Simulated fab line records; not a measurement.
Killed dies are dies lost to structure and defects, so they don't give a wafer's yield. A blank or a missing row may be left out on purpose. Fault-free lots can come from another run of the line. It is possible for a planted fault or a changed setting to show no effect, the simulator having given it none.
Struck lot and sound lot, side by side | flow gf180mcu | 15 steps out of a route of 602
Sound: the wafers L886.1, L886.2, L886.4. Wafers struck: L898.1, L898.4, L898.6. Last of all comes the cause.
At each step with rows: each side's tool, then ch and its chambers, then its first start. Under that, the readings that differ: sound wafers | struck wafers | difference of the means | sigmas: that difference in standard deviations of wafers without a fault.
alike: readings whose means differ by less than 2 such deviations, and words and numbers that are the same on both sides. not compared: withheld readings, readings that some wafer has no value for, bounds like >300 that may hide the same value, and numbers for which the record gives no deviation and whose values overlap.
Wherever a step has rows on one side only, a row that says differs or no value, or a row with sigmas, the two part there. Numbers that don't overlap but have no deviation are shown without sigmas and don't part them. A reading missing from all wafers of one side parts the sides only when that side holds two or more wafers.

first, 6 steps without rows for these wafers: GF_PSD_HMDS_01 (prime time 60 s); GF_PSD_COAT_02 (resist thk 1000 nm); GF_PSD_SOFTBAKE_03 (time 60 s); GF_PSD_EXPOSE_04 (exposes mask Pplus, target cd 400 nm); GF_PSD_PEB_05; GF_PSD_DEVELOP_06 (develop time 60 s).
GF_PSD_CD_MEAS_07: the cd target is 400 nm.
  sound on cd_sem-01 at day 16 21:15; struck on cd_sem-02 at day 20 21:00
  alike: cd_nm
GF_PSD_OVL_MEAS_08:
  sound on overlay-02 at day 16 21:22; struck on overlay-02 at day 20 21:07
  alike: PSD_OVL
after that, 1 step had no rows for these wafers: GF_PSD_IMPLANT_09.
GF_PSD_STRIP_10: strips in O2/N2.
  sound on plasma_asher-04 ch 0,1, day 16 21:34; struck on plasma_asher-04 ch 0,1, day 20 21:19
  alike: drypump_motor_current_A, heater_power_w, oes_product_au, strip_time_to_endpoint_s
  not compared: rf_hours_counter_h
GF_PSD_TW_MEAS_11:
  sound on film_metro-03 at day 16 21:40; struck on film_metro-03 at day 20 21:25
  alike: PSD_TW
then, 1 step without rows for these wafers: GF_PSD_CLEAN_12 (cleans in SC1/SC2, time 150 s).
GF_PSD_RTA_13: time 20 s.
  sound on rtp_anneal-01 ch 0, day 16 21:46; struck on rtp_anneal-02, day 20 21:31
  no value came back on the struck wafers for anneal_temp_c_max, chamber_o2_ppm, lamp_power_pct (%), wafer_temp_C_max; on the sound wafers anneal_temp_c_max reads 1033.0 1033.7 1030.9
GF_PSD_RS_MEAS_14: measures by four-point-probe.
  sound on film_metro-02 at day 16 21:51; struck on film_metro-01 at day 20 21:36
  reading         | sound             | struck | difference                    | sigmas
  NSD_RS (ohm/sq) | 46.01 46.14 46.08 | - - -  | no value on the struck wafers |
GF_PSD_RS_MEAS_15: measures by four-point-probe.
  sound on film_metro-02 at day 16 21:58; struck on film_metro-01 at day 20 21:43
  reading         | sound                | struck | difference                    | sigmas
  PSD_RS (ohm/sq) | 108.76 108.76 108.55 | - - -  | no value on the struck wafers |

## WHERE THEY PART
Last at GF_PSD_RS_MEAS_15 as far as this record goes, first at GF_PSD_RTA_13.

WHY: the cause the simulator had injected
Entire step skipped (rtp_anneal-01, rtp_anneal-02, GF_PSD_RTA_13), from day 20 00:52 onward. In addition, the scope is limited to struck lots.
